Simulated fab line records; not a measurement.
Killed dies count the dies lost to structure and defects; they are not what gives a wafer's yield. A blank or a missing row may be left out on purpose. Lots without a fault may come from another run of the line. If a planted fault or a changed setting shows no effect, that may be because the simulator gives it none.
Which tool was responsible?	flow gf180mcu	12 lots with 36 wafers sampled at 4 steps, on a route of 602 steps

== WHAT THE GAUGES SHOWED, per wafer ==
GF_M4_THK_MEAS_06: measures by xrf.
lot	measured	on	M4_ALCU_THK (nm)
L075	day 22 18:21	film_metro-02	442 444 434
L077	day 23 11:37	film_metro-03	443 443 444
L079	day 24 12:25	film_metro-03	434 436 437
L081	day 24 19:24	film_metro-02	433 438 434
L083	day 25 10:43	film_metro-02	443 444 444
L085	day 26 05:34	film_metro-02	429 436 432
L087	day 27 02:01	film_metro-03	442 443 442
L089	day 27 07:49	film_metro-02	439 440 437
L091	day 28 13:31	film_metro-02	437 437 438
L093	day 28 20:45	film_metro-03	449 451 446
L095	day 29 00:00	film_metro-03	446 446 443
L097	day 30 02:01	film_metro-02	441 438 439

== EACH LOT AND THE TOOL THAT RAN IT (in order: tool; ch and the chambers of the sampled wafers; start) ==
lot	GF_M1_SPUTTER_03	GF_V3_CMP_26	GF_M4_SPUTTER_03
L075	pvd_sputter-04, day 16 14:42	cmp-01 ch 0,1,3, day 22 17:48	pvd_sputter-04, day 22 18:10
L077	pvd_sputter-03, day 17 03:28	cmp-01 ch 0,2,3, day 23 10:10	pvd_sputter-01, day 23 11:26
L079	pvd_sputter-03, day 18 05:41	cmp-02 ch 0,2,3, day 24 11:43	pvd_sputter-03, day 24 12:11
L081	pvd_sputter-04, day 18 15:28	cmp-02 ch 0,2,3, day 24 18:48	pvd_sputter-03, day 24 19:13
L083	pvd_sputter-02, day 19 07:04	cmp-01 ch 0,1,2, day 25 10:02	pvd_sputter-03, day 25 10:23
L085	pvd_sputter-02, day 20 05:29	cmp-02 ch 2,3, day 26 04:49	pvd_sputter-04, day 26 05:17
L087	pvd_sputter-04, day 21 05:16	cmp-01 ch 0,2,3, day 27 01:28	pvd_sputter-04, day 27 01:50
L089	pvd_sputter-02, day 21 12:43	cmp-01 ch 0,1,3, day 27 07:13	pvd_sputter-04, day 27 07:37
L091	pvd_sputter-02, day 23 00:52	cmp-02 ch 0,1, day 28 12:50	pvd_sputter-03, day 28 13:18
L093	pvd_sputter-02, day 23 07:11	cmp-02 ch 0,1, day 28 20:08	pvd_sputter-01, day 28 20:33
L095	pvd_sputter-02, day 23 11:32	cmp-01 ch 1,3, day 28 23:22	pvd_sputter-03, day 28 23:49
L097	pvd_sputter-04, day 24 16:21	cmp-01 ch 0,2,3, day 30 01:25	pvd_sputter-03, day 30 01:49
- GF_M1_SPUTTER_03: material Ti, target thk 10 nm, time 6.7 s.
- GF_V3_CMP_26: polishes, stops on SiO2, t overpolish 15 s, target thk 0 nm.
- GF_M4_SPUTTER_03: material Ti, target thk 10 nm, time 6.7 s.

== THE ANSWER, worked out from the rows above alone ==
Rule: the lots themselves supply what counts as usual. The widest of any qualifying gaps counts: lots, ordered by their means at a reading, are off when they make up no more than a third of the lots, leave a main group of 4 or more, and stand apart from it by 3 or more times the standard deviation of that group's means. If all means in a main group match to the digits the tables above print for the reading, that group is not used. Also off: a lot with no number at a reading for which 4 or more lots have one. Where the step has rows for the other lots, those lots are counted as sound.
No lot is off at any reading shown: from this, nothing can be told.

== WHAT THE SIMULATOR PUT IN ==
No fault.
